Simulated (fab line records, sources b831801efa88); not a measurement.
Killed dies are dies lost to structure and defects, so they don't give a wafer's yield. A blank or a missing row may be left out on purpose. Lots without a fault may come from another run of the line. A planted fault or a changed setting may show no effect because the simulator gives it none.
A struck lot beside a sound one | flow gf180mcu | 19 steps out of a route of 602
Sound: wafers L731.1, L731.2, L731.3. Struck: wafers L716.1, L716.5, L716.6. The cause comes at the end.
At each step with rows: each side's tool, then ch and its chambers, then its first start. Under that, the readings that differ: sound wafers | struck wafers | difference of the means | sigmas: that difference in standard deviations of wafers without a fault.
alike: readings whose means differ by less than 2 such deviations, and words and numbers that are the same on both sides. not compared: withheld readings, readings that some wafer has no value for, bounds like >300 that may hide the same value, and numbers for which the record gives no deviation and whose values overlap.
The two part at a step that has a row with sigmas, a row that says differs or no value, or rows on one side only. Numbers that don't overlap but have no deviation are shown without sigmas and don't part them. A reading that every wafer of one side lacks parts them only if that side has two wafers or more.

first, 1 step without rows for these wafers: GF_STI_CVD_23 (deposits SiO2, target thk 650 nm, time 108.3 s).
GF_STI_THK_MEAS_24:
  sound on film_metro-02, day 6 00:13; struck on film_metro-04, day 2 19:20
  alike: STI_CVD_23_THK
GF_STI_CMP_25: polishes, stops on Si3N4, t overpolish 33 s, target thk 524.6 nm.
  sound on cmp-01 ch 0,2,3, day 6 00:17; struck on cmp-01 ch 0,1,2, day 2 19:32
  alike: motor_current_A, overpolish_run_s, time_to_endpoint_s
then, 4 steps without rows for these wafers: GF_STI_WET_ETCH_26 (etches SiO2 in dHF, target depth 94 nm, time 188 s); GF_STI_WET_ETCH_27 (etches Si3N4 in H3PO4, target depth 160 nm, time 1825 s); GF_STI_WET_ETCH_28 (etches SiO2 in dHF, target depth 20 nm, time 40 s); GF_STI_OXIDATION_29 (stabilise 600 s, purge 300 s, target thk 10 nm).
GF_STI_THK_MEAS_30:
  sound on film_metro-04, day 6 02:55; struck on film_metro-02, day 2 21:44
  reading                   | sound             | struck          | difference | sigmas
  STI_OXIDATION_02_THK (nm) | 10.29 10.43 10.56 | 10.08 9.97 9.95 | -0.43      | -3
then, 4 steps without rows for these wafers: GF_DNWELL_DEHYDRATE_00 (time 60 s); GF_DNWELL_HMDS_01 (prime time 60 s); GF_DNWELL_COAT_02 (resist thk 3000 nm); GF_DNWELL_SOFTBAKE_03.
GF_DNWELL_EXPOSE_04: exposes mask DNWELL, target cd 1700 nm.
  sound on iline_stepper-01 ch 0, day 6 10:28; struck on iline_stepper-02, day 3 03:44
  no value came back on the struck wafers for exposure_dose_mJ_cm2, focus_offset_nm (nm); on the sound wafers exposure_dose_mJ_cm2 reads 259.86 259.81 260.17
  alike: mask
then, 3 steps without rows for these wafers: GF_DNWELL_PEB_05; GF_DNWELL_DEVELOP_06 (develop time 60 s); GF_DNWELL_IMPLANT_07.
GF_DNWELL_STRIP_08: strips in O2/N2.
  sound on plasma_asher-03 ch 0,1, day 6 17:56; struck on plasma_asher-02 ch 0,1, day 3 10:20
  alike: drypump_motor_current_A, heater_power_w, oes_product_au, strip_time_to_endpoint_s
  not compared: rf_hours_counter_h
GF_DNWELL_TW_MEAS_09:
  sound on film_metro-04, day 6 18:02; struck on film_metro-02, day 3 10:26
  reading   | sound          | struck   | difference | sigmas
  DNWELL_TW | 1329 1323 1321 | 31 31 31 | -1293      | -99 or more
then, 1 step without rows for these wafers: GF_NWELL_DEHYDRATE_00 (time 60 s).

WHERE THEY PART
First at GF_STI_THK_MEAS_30; last, within this record, at GF_DNWELL_TW_MEAS_09.

WHY: what the simulator had put in
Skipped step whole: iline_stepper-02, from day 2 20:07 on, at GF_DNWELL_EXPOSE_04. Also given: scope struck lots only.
